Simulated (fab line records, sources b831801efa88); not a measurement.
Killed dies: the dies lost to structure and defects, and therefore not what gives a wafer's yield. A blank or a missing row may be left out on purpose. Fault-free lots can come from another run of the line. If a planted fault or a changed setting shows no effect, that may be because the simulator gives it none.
fab line records | flow sky130
[record] lots = 24 | wafers = 72 | lastDay = 52
route steps=708 shown RES_XHIGH@341 LI_CONTACT@375 LOCAL_INTERCONNECT@388 CONTACT@431
lots with no fault: from the same line, run without faults
startH: start of the lot's first displayed wafer, in hours after the record's first day | waitH: hours from the lot's prior step to this one | " repeats the value in the row above | L1.1+2: a single row standing in for several wafers | - no value, or no start given | * or withheld: withheld | < > ~ a bound
route shown NAME@n: names a module that has steps shown in the file, with the first one's number in the route | usual: average and standard deviation across the fault-free wafers | same: alike in all rows | chamber/n: place in a boat | sites: each site's reading | _std_site: standard deviation of those values | _edge_site: outer sites' mean less inner sites' | radiusMm: how far each site lies from the wafer's centre | mask NAME#n: copy n | behind: the most recent tool/chamber to have shaped the wafer | hold: cause of the lot's hold/its duration in hours/its outcome | device: the n, p or np transistor that did not switch | end of line: the route-end tests of the same wafers | a step with no rows: only its recipe | killed: not the wafer's yield, but the dies lost to structure and defects at the first sort | map: per-die view of a wafer (x killed, . not killed, _ where there is no die)
set.NAME: the setting that was run; set.NAME@STEP: the one run at that earlier step | model.NAME: the simulator's own value behind a step, which no gauge read
route steps across a sampled set of lots; one table per step, one row per wafer
services: from which hour (startH, from the record's first day; less than 0 if before it) a tool's chamber was out of use, for how many hours, and why
[[steps]]
[step SKY_RES_XHIGH_TW_MEAS_09]
[usual] RES_XHIGH_TW = 1655/8.4
lot.wafer | tool         | chamber | startH | waitH | RES_XHIGH_TW
L074.1    | filmMetro-02 | -       | 637.75 | 0.1   | 1659
L074.4    | "            | -       | "      | "     | 1661
L074.5    | "            | -       | "      | "     | 1665
L075.2    | filmMetro-02 | -       | 642.81 | 0.1   | 1666
L075.3    | "            | -       | "      | "     | 1669
L075.4    | "            | -       | "      | "     | 1674
L076.4    | filmMetro-04 | -       | 657.47 | 0.1   | 1662
L076.5    | "            | -       | "      | "     | 1651
L076.6    | "            | -       | "      | "     | 1646
L077.3    | filmMetro-02 | -       | 673.61 | 0.1   | 1654
L077.4    | "            | -       | "      | "     | 1672
L077.6    | "            | -       | "      | "     | 1665
L078.4    | filmMetro-04 | -       | 682.17 | 0.1   | 1661
L078.5    | "            | -       | "      | "     | 1656
L078.6    | "            | -       | "      | "     | 1658
L079.1    | filmMetro-04 | -       | 686.19 | 0.1   | 1652
L079.3    | "            | -       | "      | "     | 1656
L079.4    | "            | -       | "      | "     | 1660
L080.1    | filmMetro-04 | -       | 693.65 | 0.1   | 1658
L080.2    | "            | -       | "      | "     | 1660
L080.5    | "            | -       | "      | "     | 1661
L081.1    | filmMetro-01 | -       | 701.65 | 0.1   | 1648
L081.2    | "            | -       | "      | "     | 1651
L081.6    | "            | -       | "      | "     | 1654
L082.1    | filmMetro-01 | -       | 707.94 | 0.1   | 1649
L082.2    | "            | -       | "      | "     | 1650
L082.5    | "            | -       | "      | "     | 1652
L083.1    | filmMetro-01 | -       | 717.24 | 0.1   | 1660
L083.5    | "            | -       | "      | "     | 1654
L083.6    | "            | -       | "      | "     | 1648
L084.1    | filmMetro-01 | -       | 727.04 | 0.1   | 1665
L084.3    | "            | -       | "      | "     | 1656
L084.5    | "            | -       | "      | "     | 1656
L085.1    | filmMetro-02 | -       | 739.99 | 0.1   | 1667
L085.3    | "            | -       | "      | "     | 1659
L085.4    | "            | -       | "      | "     | 1666
L086.2    | filmMetro-02 | -       | 742.45 | 0.1   | 1668
L086.3    | "            | -       | "      | "     | 1664
L086.4    | "            | -       | "      | "     | 1652
L087.4    | filmMetro-01 | -       | 751.97 | 0.1   | 1637
L087.5    | "            | -       | "      | "     | 1646
L087.6    | "            | -       | "      | "     | 1642
L088.1    | filmMetro-04 | -       | 758.64 | 0.1   | 1656
L088.2    | "            | -       | "      | "     | 1653
L088.5    | "            | -       | "      | "     | 1657
L089.1    | filmMetro-01 | -       | 763.80 | 0.1   | 1647
L089.4    | "            | -       | "      | "     | 1639
L089.6    | "            | -       | "      | "     | 1635
L090.1    | filmMetro-01 | -       | 776.71 | 0.1   | 1651
L090.2    | "            | -       | "      | "     | 1660
L090.6    | "            | -       | "      | "     | 1650
L091.1    | filmMetro-04 | -       | 791.19 | 0.1   | 1645
L091.2    | "            | -       | "      | "     | 1637
L091.5    | "            | -       | "      | "     | 1648
L093.1    | filmMetro-01 | -       | 799.14 | 0.1   | 1650
L093.2    | "            | -       | "      | "     | 1652
L093.5    | "            | -       | "      | "     | 1652
L092.2    | filmMetro-01 | -       | 801.90 | 0.1   | 1657
L092.4    | "            | -       | "      | "     | 1652
L092.5    | "            | -       | "      | "     | 1658
L094.1    | filmMetro-02 | -       | 806.95 | 0.1   | 1647
L094.4    | "            | -       | "      | "     | 1657
L094.5    | "            | -       | "      | "     | 1651
L095.2    | filmMetro-04 | -       | 817.40 | 0.1   | 1653
L095.3    | "            | -       | "      | "     | 1653
L095.6    | "            | -       | "      | "     | 1658
L096.2    | filmMetro-01 | -       | 821.95 | 0.1   | 1665
L096.3    | "            | -       | "      | "     | 1666
L096.6    | "            | -       | "      | "     | 1667
L097.1    | filmMetro-04 | -       | 829.49 | 0.1   | 1652
L097.3    | "            | -       | "      | "     | 1640
L097.6    | "            | -       | "      | "     | 1644
[step SKY_SD_N_RS_MEAS_18]
[recipe] thkMeasGauge = four-point-probe
[usual] RES_XHIGH_RS = 327.2/1.2
lot.wafer | tool         | chamber | startH | waitH | RES_XHIGH_RS[ohm/sq]
L074.1    | filmMetro-02 | -       | 666.63 | 0.1   | 326.7
L074.4    | "            | -       | "      | "     | 327.6
L074.5    | "            | -       | "      | "     | 327.0
L075.2    | filmMetro-02 | -       | 672.49 | 0.1   | 327.9
L075.3    | "            | -       | "      | "     | 326.1
L075.4    | "            | -       | "      | "     | 328.6
L076.4    | filmMetro-04 | -       | 687.14 | 0.1   | 328.2
L076.5    | "            | -       | "      | "     | 328.2
L076.6    | "            | -       | "      | "     | 329.4
L077.3    | filmMetro-01 | -       | 703.36 | 0.1   | 326.5
L077.4    | "            | -       | "      | "     | 326.4
L077.6    | "            | -       | "      | "     | 325.3
L078.4    | filmMetro-02 | -       | 711.90 | 0.1   | 327.2
L078.5    | "            | -       | "      | "     | 327.4
L078.6    | "            | -       | "      | "     | 326.5
L079.1    | filmMetro-04 | -       | 715.67 | 0.1   | 328.3
L079.3    | "            | -       | "      | "     | 327.3
L079.4    | "            | -       | "      | "     | 327.6
L080.1    | filmMetro-04 | -       | 723.32 | 0.1   | 326.5
L080.2    | "            | -       | "      | "     | 326.5
L080.5    | "            | -       | "      | "     | 326.7
L081.1    | filmMetro-04 | -       | 730.93 | 0.1   | 329.4
L081.2    | "            | -       | "      | "     | 328.9
L081.6    | "            | -       | "      | "     | 327.4
L082.1    | filmMetro-04 | -       | 737.62 | 0.1   | 327.2
L082.2    | "            | -       | "      | "     | 327.6
L082.5    | "            | -       | "      | "     | 327.8
L083.1    | filmMetro-04 | -       | 746.83 | 0.1   | 325.2
L083.5    | "            | -       | "      | "     | 326.5
L083.6    | "            | -       | "      | "     | 326.6
L084.1    | filmMetro-01 | -       | 756.27 | 0.1   | 326.6
L084.3    | "            | -       | "      | "     | 327.1
L084.5    | "            | -       | "      | "     | 327.4
L085.1    | filmMetro-02 | -       | 769.78 | 0.1   | 327.2
L085.3    | "            | -       | "      | "     | 327.7
L085.4    | "            | -       | "      | "     | 327.4
L086.2    | filmMetro-01 | -       | 771.80 | 0.1   | 327.6
L086.3    | "            | -       | "      | "     | 325.8
L086.4    | "            | -       | "      | "     | 327.4
L087.4    | filmMetro-01 | -       | 781.34 | 0.1   | 329.0
L087.5    | "            | -       | "      | "     | 327.7
L087.6    | "            | -       | "      | "     | 328.5
L088.1    | filmMetro-04 | -       | 787.87 | 0.1   | 325.1
L088.2    | "            | -       | "      | "     | 326.2
L088.5    | "            | -       | "      | "     | 328.2
L089.1    | filmMetro-04 | -       | 793.08 | 0.1   | 326.5
L089.4    | "            | -       | "      | "     | 327.8
L089.6    | "            | -       | "      | "     | 326.4
L090.1    | filmMetro-04 | -       | 804.89 | 0.1   | 327.1
L090.2    | "            | -       | "      | "     | 327.3
L090.6    | "            | -       | "      | "     | 327.8
L091.1    | filmMetro-01 | -       | 819.97 | 0.1   | 325.3
L091.2    | "            | -       | "      | "     | 324.4
L091.5    | "            | -       | "      | "     | 324.4
L093.1    | filmMetro-04 | -       | 829.08 | 0.1   | 326.3
L093.2    | "            | -       | "      | "     | 326.7
L093.5    | "            | -       | "      | "     | 327.2
L092.2    | filmMetro-02 | -       | 830.75 | 0.1   | 328.3
L092.4    | "            | -       | "      | "     | 326.6
L092.5    | "            | -       | "      | "     | 328.8
L094.1    | filmMetro-01 | -       | 836.57 | 0.1   | 329.3
L094.4    | "            | -       | "      | "     | 326.6
L094.5    | "            | -       | "      | "     | 326.9
L095.2    | filmMetro-02 | -       | 847.30 | 0.1   | 327.6
L095.3    | "            | -       | "      | "     | 327.0
L095.6    | "            | -       | "      | "     | 327.7
L096.2    | filmMetro-04 | -       | 851.85 | 0.1   | 325.2
L096.3    | "            | -       | "      | "     | 324.6
L096.6    | "            | -       | "      | "     | 324.3
L097.1    | filmMetro-01 | -       | 859.33 | 0.1   | 327.9
L097.3    | "            | -       | "      | "     | 328.8
L097.6    | "            | -       | "      | "     | 328.6
[step SKY_LI_CONTACT_OVL_MEAS_13]
[usual] LI_CONTACT_OVL = -1/4.7
lot.wafer | tool       | chamber | startH | waitH | LI_CONTACT_OVL[nm]
L074.1    | overlay-01 | -       | 696.37 | 0.1   | -9
L074.4    | "          | -       | "      | "     | -3
L074.5    | "          | -       | "      | "     | -8
L075.2    | overlay-01 | -       | 701.22 | 0.1   | -5
L075.3    | "          | -       | "      | "     | -7
L075.4    | "          | -       | "      | "     | -3
L076.4    | overlay-01 | -       | 716.69 | 0.1   | 2
L076.5    | "          | -       | "      | "     | -4
L076.6    | "          | -       | "      | "     | 0
L077.3    | overlay-01 | -       | 732.97 | 0.1   | -3
L077.4    | "          | -       | "      | "     | 1
L077.6    | "          | -       | "      | "     | -5
L078.4    | overlay-02 | -       | 740.99 | 0.1   | 5
L078.5    | "          | -       | "      | "     | -1
L078.6    | "          | -       | "      | "     | -7
L079.1    | overlay-01 | -       | 745.21 | 0.1   | -3
L079.3    | "          | -       | "      | "     | -3
L079.4    | "          | -       | "      | "     | 2
L080.1    | overlay-02 | -       | 752.91 | 0.1   | -12
L080.2    | "          | -       | "      | "     | -3
L080.5    | "          | -       | "      | "     | -4
L081.1    | overlay-01 | -       | 760.46 | 0.1   | -1
L081.2    | "          | -       | "      | "     | -2
L081.6    | "          | -       | "      | "     | 3
L082.1    | overlay-01 | -       | 767.16 | 0.1   | 2
L082.2    | "          | -       | "      | "     | 0
L082.5    | "          | -       | "      | "     | -2
L083.1    | overlay-02 | -       | 776.86 | 0.1   | 0
L083.5    | "          | -       | "      | "     | 2
L083.6    | "          | -       | "      | "     | 4
L084.1    | overlay-01 | -       | 785.51 | 0.1   | -7
L084.3    | "          | -       | "      | "     | 4
L084.5    | "          | -       | "      | "     | -7
L085.1    | overlay-01 | -       | 799.01 | 0.1   | -1
L085.3    | "          | -       | "      | "     | -2
L085.4    | "          | -       | "      | "     | 5
L086.2    | overlay-02 | -       | 800.48 | 0.1   | 5
L086.3    | "          | -       | "      | "     | 4
L086.4    | "          | -       | "      | "     | 7
L087.4    | overlay-02 | -       | 811.18 | 0.1   | 0
L087.5    | "          | -       | "      | "     | 0
L087.6    | "          | -       | "      | "     | -3
L088.1    | overlay-01 | -       | 816.87 | 0.1   | -3
L088.2    | "          | -       | "      | "     | 0
L088.5    | "          | -       | "      | "     | -9
L089.1    | overlay-01 | -       | 822.76 | 0.1   | 5
L089.4    | "          | -       | "      | "     | 5
L089.6    | "          | -       | "      | "     | 0
L090.1    | overlay-02 | -       | 834.71 | 0.1   | 4
L090.2    | "          | -       | "      | "     | 4
L090.6    | "          | -       | "      | "     | 7
L091.1    | overlay-01 | -       | 849.11 | 0.1   | 2
L091.2    | "          | -       | "      | "     | 6
L091.5    | "          | -       | "      | "     | -2
L093.1    | overlay-02 | -       | 859.02 | 0.1   | -11
L093.2    | "          | -       | "      | "     | -9
L093.5    | "          | -       | "      | "     | -9
L092.2    | overlay-01 | -       | 860.18 | 0.1   | 9
L092.4    | "          | -       | "      | "     | 7
L092.5    | "          | -       | "      | "     | 10
L094.1    | overlay-01 | -       | 866.41 | 0.1   | 1
L094.4    | "          | -       | "      | "     | -5
L094.5    | "          | -       | "      | "     | 4
L095.2    | overlay-02 | -       | 876.12 | 0.1   | -1
L095.3    | "          | -       | "      | "     | 0
L095.6    | "          | -       | "      | "     | 7
L096.2    | overlay-02 | -       | 881.68 | 0.1   | -1
L096.3    | "          | -       | "      | "     | -8
L096.6    | "          | -       | "      | "     | -6
L097.1    | overlay-02 | -       | 888.77 | 0.1   | 0
L097.3    | "          | -       | "      | "     | 1
L097.6    | "          | -       | "      | "     | -4
[step SKY_LI_CONTACT_CVD_21]
[recipe] material = W | targetThkNm = 400 | timeS = 120.56 | tempC = 400 | pressureTorr = 40
[usual] heaterPowerOuterW = 502/59 | heaterPowerW = 806/88
lot.wafer | tool    | chamber | startH | waitH | heaterPowerOuterW | heaterPowerW
L074.1    | cvdW-01 | 0       | 696.96 | 0.0   | 421               | 681
L074.4    | "       | 0       | "      | "     | 413               | 662
L074.5    | "       | 0       | "      | "     | 415               | 673
L075.2    | cvdW-02 | 0       | 701.81 | 0.0   | 576               | 881
L075.3    | "       | 0       | "      | "     | 586               | 899
L075.4    | "       | 1       | "      | "     | 541               | 867
L076.4    | cvdW-01 | 1       | 717.34 | 0.1   | 493               | 810
L076.5    | "       | 0       | "      | "     | 412               | 667
L076.6    | "       | 1       | "      | "     | 496               | 808
L077.3    | cvdW-02 | 0       | 733.60 | 0.1   | 572               | 875
L077.4    | "       | 1       | "      | "     | 517               | 864
L077.6    | "       | 1       | "      | "     | 533               | 870
L078.4    | cvdW-01 | 0       | 741.61 | 0.1   | 409               | 663
L078.5    | "       | 1       | "      | "     | 489               | 803
L078.6    | "       | 0       | "      | "     | 417               | 690
L079.1    | cvdW-01 | 0       | 745.81 | 0.0   | 410               | 660
L079.3    | "       | 0       | "      | "     | 413               | 664
L079.4    | "       | 1       | "      | "     | 490               | 786
L080.1    | cvdW-02 | 0       | 753.51 | 0.0   | 592               | 887
L080.2    | "       | 1       | "      | "     | 541               | 872
L080.5    | "       | 1       | "      | "     | 536               | 869
L081.1    | cvdW-02 | 1       | 761.06 | 0.0   | 525               | 875
L081.2    | "       | 0       | "      | "     | 586               | 894
L081.6    | "       | 0       | "      | "     | 592               | 914
L082.1    | cvdW-02 | 1       | 767.77 | 0.0   | 540               | 863
L082.2    | "       | 0       | "      | "     | 573               | 897
L082.5    | "       | 0       | "      | "     | 593               | 904
L083.1    | cvdW-01 | 0       | 777.47 | 0.0   | 406               | 679
L083.5    | "       | 1       | "      | "     | 493               | 798
L083.6    | "       | 0       | "      | "     | 402               | 674
L084.1    | cvdW-01 | 0       | 786.11 | 0.0   | 432               | 664
L084.3    | "       | 1       | "      | "     | 503               | 810
L084.5    | "       | 1       | "      | "     | 488               | 808
L085.1    | cvdW-02 | 0       | 799.61 | 0.0   | 590               | 896
L085.3    | "       | 1       | "      | "     | 546               | 860
L085.4    | "       | 0       | "      | "     | 583               | 904
L086.2    | cvdW-01 | 1       | 801.07 | 0.0   | 492               | 797
L086.3    | "       | 0       | "      | "     | 420               | 676
L086.4    | "       | 1       | "      | "     | 492               | 809
L087.4    | cvdW-01 | 1       | 811.81 | 0.1   | 492               | 806
L087.5    | "       | 1       | "      | "     | 487               | 796
L087.6    | "       | 0       | "      | "     | 416               | 671
L088.1    | cvdW-01 | 1       | 817.48 | 0.0   | 506               | 795
L088.2    | "       | 0       | "      | "     | 424               | 687
L088.5    | "       | 1       | "      | "     | 489               | 795
L089.1    | cvdW-02 | 1       | 823.36 | 0.0   | 546               | 850
L089.4    | "       | 1       | "      | "     | 531               | 883
L089.6    | "       | 1       | "      | "     | 537               | 876
L090.1    | cvdW-02 | 1       | 835.32 | 0.0   | 533               | 879
L090.2    | "       | 0       | "      | "     | 592               | 909
L090.6    | "       | 1       | "      | "     | 536               | 885
L091.1    | cvdW-01 | 1       | 849.71 | 0.0   | 496               | 800
L091.2    | "       | 0       | "      | "     | 417               | 676
L091.5    | "       | 1       | "      | "     | 495               | 818
L093.1    | cvdW-01 | 1       | 859.63 | 0.0   | 477               | 801
L093.2    | "       | 0       | "      | "     | 421               | 658
L093.5    | "       | 1       | "      | "     | 498               | 813
L092.2    | cvdW-01 | 1       | 860.78 | 0.0   | 495               | 795
L092.4    | "       | 1       | "      | "     | 481               | 803
L092.5    | "       | 1       | "      | "     | 490               | 832
L094.1    | cvdW-02 | 1       | 867.01 | 0.0   | 539               | 893
L094.4    | "       | 1       | "      | "     | 553               | 879
L094.5    | "       | 1       | "      | "     | 542               | 880
L095.2    | cvdW-02 | 1       | 876.75 | 0.1   | 532               | 858
L095.3    | "       | 1       | "      | "     | 539               | 872
L095.6    | "       | 1       | "      | "     | 538               | 883
L096.2    | cvdW-01 | 0       | 882.27 | 0.0   | 424               | 678
L096.3    | "       | 1       | "      | "     | 488               | 802
L096.6    | "       | 1       | "      | "     | 493               | 795
L097.1    | cvdW-02 | 1       | 889.38 | 0.0   | 544               | 891
L097.3    | "       | 0       | "      | "     | 590               | 880
L097.6    | "       | 1       | "      | "     | 550               | 907
[step SKY_LOCAL_INTERCONNECT_RS_MEAS_01]
[recipe] thkMeasGauge = four-point-probe | reads = TiN_of_LOCAL_INTERCONNECT_SPUTTER_00
[usual] LOCAL_INTERCONNECT_TIN_RS = 14.12/0.16
lot.wafer | tool         | chamber | startH | waitH | LOCAL_INTERCONNECT_TIN_RS[ohm/sq]
L074.1    | filmMetro-03 | -       | 697.63 | 0.0   | 14.42
L074.4    | "            | -       | "      | "     | 14.22
L074.5    | "            | -       | "      | "     | 14.26
L075.2    | filmMetro-02 | -       | 702.50 | 0.1   | 14.35
L075.3    | "            | -       | "      | "     | 14.34
L075.4    | "            | -       | "      | "     | 14.34
L076.4    | filmMetro-02 | -       | 718.03 | 0.1   | 13.91
L076.5    | "            | -       | "      | "     | 14.04
L076.6    | "            | -       | "      | "     | 13.94
L077.3    | filmMetro-02 | -       | 734.26 | 0.1   | 13.97
L077.4    | "            | -       | "      | "     | 14.00
L077.6    | "            | -       | "      | "     | 14.02
L078.4    | filmMetro-04 | -       | 742.29 | 0.1   | 14.15
L078.5    | "            | -       | "      | "     | 14.22
L078.6    | "            | -       | "      | "     | 14.17
L079.1    | filmMetro-02 | -       | 746.59 | 0.0   | 14.25
L079.3    | "            | -       | "      | "     | 14.17
L079.4    | "            | -       | "      | "     | 14.20
L080.1    | filmMetro-02 | -       | 754.18 | 0.0   | 14.07
L080.2    | "            | -       | "      | "     | 14.08
L080.5    | "            | -       | "      | "     | 13.96
L081.1    | filmMetro-03 | -       | 761.73 | 0.0   | 14.24
L081.2    | "            | -       | "      | "     | 14.32
L081.6    | "            | -       | "      | "     | 14.28
L082.1    | filmMetro-03 | -       | 768.44 | 0.0   | 14.04
L082.2    | "            | -       | "      | "     | 14.08
L082.5    | "            | -       | "      | "     | 14.11
L083.1    | filmMetro-02 | -       | 779.65 | 0.0   | 14.04
L083.5    | "            | -       | "      | "     | 14.15
L083.6    | "            | -       | "      | "     | 14.12
L084.1    | filmMetro-03 | -       | 786.78 | 0.0   | 14.00
L084.3    | "            | -       | "      | "     | 14.13
L084.5    | "            | -       | "      | "     | 13.87
L085.1    | filmMetro-03 | -       | 800.28 | 0.0   | 13.76
L085.3    | "            | -       | "      | "     | 13.90
L085.4    | "            | -       | "      | "     | 13.71
L086.2    | filmMetro-04 | -       | 801.77 | 0.1   | 13.82
L086.3    | "            | -       | "      | "     | 13.82
L086.4    | "            | -       | "      | "     | 14.01
L087.4    | filmMetro-04 | -       | 812.50 | 0.1   | 14.11
L087.5    | "            | -       | "      | "     | 14.26
L087.6    | "            | -       | "      | "     | 14.20
L088.1    | filmMetro-03 | -       | 818.15 | 0.0   | 13.80
L088.2    | "            | -       | "      | "     | 13.75
L088.5    | "            | -       | "      | "     | 13.78
L089.1    | filmMetro-03 | -       | 824.03 | 0.0   | 14.25
L089.4    | "            | -       | "      | "     | 14.35
L089.6    | "            | -       | "      | "     | 14.39
L090.1    | filmMetro-04 | -       | 835.99 | 0.0   | 14.23
L090.2    | "            | -       | "      | "     | 14.28
L090.6    | "            | -       | "      | "     | 14.33
L091.1    | filmMetro-02 | -       | 850.38 | 0.0   | 14.20
L091.2    | "            | -       | "      | "     | 14.06
L091.5    | "            | -       | "      | "     | 14.26
L093.1    | filmMetro-03 | -       | 860.60 | 0.0   | 14.06
L093.2    | "            | -       | "      | "     | 13.99
L093.5    | "            | -       | "      | "     | 14.23
L092.2    | filmMetro-04 | -       | 861.52 | 0.1   | 14.44
L092.4    | "            | -       | "      | "     | 14.33
L092.5    | "            | -       | "      | "     | 14.37
L094.1    | filmMetro-02 | -       | 867.80 | 0.0   | 14.18
L094.4    | "            | -       | "      | "     | 14.11
L094.5    | "            | -       | "      | "     | 14.10
L095.2    | filmMetro-03 | -       | 877.54 | 0.1   | 14.23
L095.3    | "            | -       | "      | "     | 14.21
L095.6    | "            | -       | "      | "     | 14.33
L096.2    | filmMetro-03 | -       | 883.12 | 0.1   | 14.08
L096.3    | "            | -       | "      | "     | 13.91
L096.6    | "            | -       | "      | "     | 14.08
L097.1    | filmMetro-03 | -       | 890.05 | 0.0   | 14.31
L097.3    | "            | -       | "      | "     | 14.08
L097.6    | "            | -       | "      | "     | 14.17
[step SKY_CONTACT_RS_MEAS_25]
[recipe] thkMeasGauge = four-point-probe | reads = W_of_CONTACT_CVD_24+TiN_of_CONTACT_SPUTTER_23
[usual] CONTACT_W_RS = 0.338/0.0043
lot.wafer | tool         | chamber | startH | waitH | CONTACT_W_RS[ohm/sq]
L074.1    | filmMetro-01 | -       | 757.29 | 0.1   | 0.334
L074.4    | "            | -       | "      | "     | 0.341
L074.5    | "            | -       | "      | "     | 0.339
L075.2    | filmMetro-01 | -       | 762.36 | 0.1   | 0.345
L075.3    | "            | -       | "      | "     | 0.340
L075.4    | "            | -       | "      | "     | 0.345
L076.4    | filmMetro-01 | -       | 779.11 | 0.1   | 0.337
L076.5    | "            | -       | "      | "     | 0.341
L076.6    | "            | -       | "      | "     | 0.344
L077.3    | filmMetro-01 | -       | 794.30 | 0.1   | 0.338
L077.4    | "            | -       | "      | "     | 0.342
L077.6    | "            | -       | "      | "     | 0.340
L078.4    | filmMetro-03 | -       | 801.30 | 0.1   | 0.339
L078.5    | "            | -       | "      | "     | 0.340
L078.6    | "            | -       | "      | "     | 0.334
L079.1    | filmMetro-01 | -       | 807.68 | 0.1   | 0.338
L079.3    | "            | -       | "      | "     | 0.338
L079.4    | "            | -       | "      | "     | 0.345
L080.1    | filmMetro-03 | -       | 814.21 | 0.1   | 0.334
L080.2    | "            | -       | "      | "     | 0.339
L080.5    | "            | -       | "      | "     | 0.337
L081.1    | filmMetro-01 | -       | 821.45 | 0.1   | 0.335
L081.2    | "            | -       | "      | "     | 0.336
L081.6    | "            | -       | "      | "     | 0.332
L082.1    | filmMetro-01 | -       | 827.18 | 0.1   | 0.337
L082.2    | "            | -       | "      | "     | 0.331
L082.5    | "            | -       | "      | "     | 0.337
L083.1    | filmMetro-03 | -       | 840.05 | 0.1   | 0.340
L083.5    | "            | -       | "      | "     | 0.341
L083.6    | "            | -       | "      | "     | 0.335
L084.1    | filmMetro-01 | -       | 846.70 | 0.1   | 0.336
L084.3    | "            | -       | "      | "     | 0.342
L084.5    | "            | -       | "      | "     | 0.327
L085.1    | filmMetro-03 | -       | 860.36 | 0.1   | 0.340
L085.3    | "            | -       | "      | "     | 0.341
L085.4    | "            | -       | "      | "     | 0.339
L086.2    | filmMetro-03 | -       | 861.60 | 0.1   | 0.342
L086.3    | "            | -       | "      | "     | 0.331
L086.4    | "            | -       | "      | "     | 0.338
L087.4    | filmMetro-03 | -       | 873.27 | 0.1   | 0.337
L087.5    | "            | -       | "      | "     | 0.342
L087.6    | "            | -       | "      | "     | 0.345
L088.1    | filmMetro-03 | -       | 878.89 | 0.1   | 0.338
L088.2    | "            | -       | "      | "     | 0.341
L088.5    | "            | -       | "      | "     | 0.341
L089.1    | filmMetro-02 | -       | 883.85 | 0.1   | 0.336
L089.4    | "            | -       | "      | "     | 0.333
L089.6    | "            | -       | "      | "     | 0.331
L090.1    | filmMetro-03 | -       | 897.09 | 0.1   | 0.336
L090.2    | "            | -       | "      | "     | 0.333
L090.6    | "            | -       | "      | "     | 0.328
L091.1    | filmMetro-02 | -       | 911.41 | 0.1   | 0.341
L091.2    | "            | -       | "      | "     | 0.334
L091.5    | "            | -       | "      | "     | 0.341
L093.1    | filmMetro-01 | -       | 920.74 | 0.1   | 0.337
L093.2    | "            | -       | "      | "     | 0.335
L093.5    | "            | -       | "      | "     | 0.337
L092.2    | filmMetro-03 | -       | 922.46 | 0.1   | 0.330
L092.4    | "            | -       | "      | "     | 0.332
L092.5    | "            | -       | "      | "     | 0.333
L094.1    | filmMetro-02 | -       | 928.13 | 0.1   | 0.340
L094.4    | "            | -       | "      | "     | 0.333
L094.5    | "            | -       | "      | "     | 0.334
L095.2    | filmMetro-03 | -       | 937.57 | 0.1   | 0.329
L095.3    | "            | -       | "      | "     | 0.330
L095.6    | "            | -       | "      | "     | 0.330
L096.2    | filmMetro-03 | -       | 943.40 | 0.1   | 0.339
L096.3    | "            | -       | "      | "     | 0.338
L096.6    | "            | -       | "      | "     | 0.343
L097.1    | filmMetro-03 | -       | 950.18 | 0.1   | 0.337
L097.3    | "            | -       | "      | "     | 0.337
L097.6    | "            | -       | "      | "     | 0.334
[[services]]
tool    | chamber | startH | hours | kind
cvdW-02 | 1       | 826.57 | 2.8   | repair
cvdW-01 | -       | 855.31 | 0.4   | repair
cvdW-02 | 0       | 866.81 | 10.2  | repair
[[key]]
fault none
